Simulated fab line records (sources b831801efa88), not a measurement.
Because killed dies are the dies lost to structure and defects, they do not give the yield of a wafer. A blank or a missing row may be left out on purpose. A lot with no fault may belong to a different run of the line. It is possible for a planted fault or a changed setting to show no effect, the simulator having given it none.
2 desks looking at one fault    flow sfq_line    every desk sees just its own numbers, and what lay behind them comes last

== METROLOGY DESK ==
What the gauges read, lot by lot, whatever tool the lot ran on: means of the sampled wafers that have a number. A lot is out of limits, marked OUT, if its mean lies more than 4 standard deviations from the usual mean; the brackets give that distance.
Columns: A = M5_OVL at SFQ_M5_OVL_MEAS_932, usual -4 nm
lot   first seen here  A
L528  day 66 10:56     -4
L538  day 71 14:29     0
L544  day 73 04:07     -8
L547  day 74 00:23     1
L548  day 74 05:10     -8
This desk found nothing out of limits on any of the 5 lots.

== DESK OF THE TOOL OWNER: rie_metal-03 ==
The tool's own readings at SFQ_TRILAYER_M5_BARC_OPEN_METAL_ETCH_161 (etches BARC in O2, target depth 125 nm, time 41.7 s): means of the sampled wafers that have a number, for each lot that ran on this tool. A lot is out of limits, marked OUT, if its mean lies more than 4 standard deviations from the usual mean; the brackets give that distance.
Columns: A = drypump_motor_current_A at SFQ_TRILAYER_M5_BARC_OPEN_METAL_ETCH_161, usual 5.7 A; B = oes_product_au at SFQ_TRILAYER_M5_BARC_OPEN_METAL_ETCH_161, usual 0.685 a.u.
lot   first seen here  A    B
L528  day 66 10:59     5.6  0.685
L538  day 71 14:31     5.4  0.675
This desk found nothing out of limits on any of the 2 lots.

== PUT TOGETHER ==
Nothing out of limits was seen by the metrology desk.
The tool owner's desk saw nothing out of limits.

== WHAT THE SIMULATOR HAD INSERTED ==
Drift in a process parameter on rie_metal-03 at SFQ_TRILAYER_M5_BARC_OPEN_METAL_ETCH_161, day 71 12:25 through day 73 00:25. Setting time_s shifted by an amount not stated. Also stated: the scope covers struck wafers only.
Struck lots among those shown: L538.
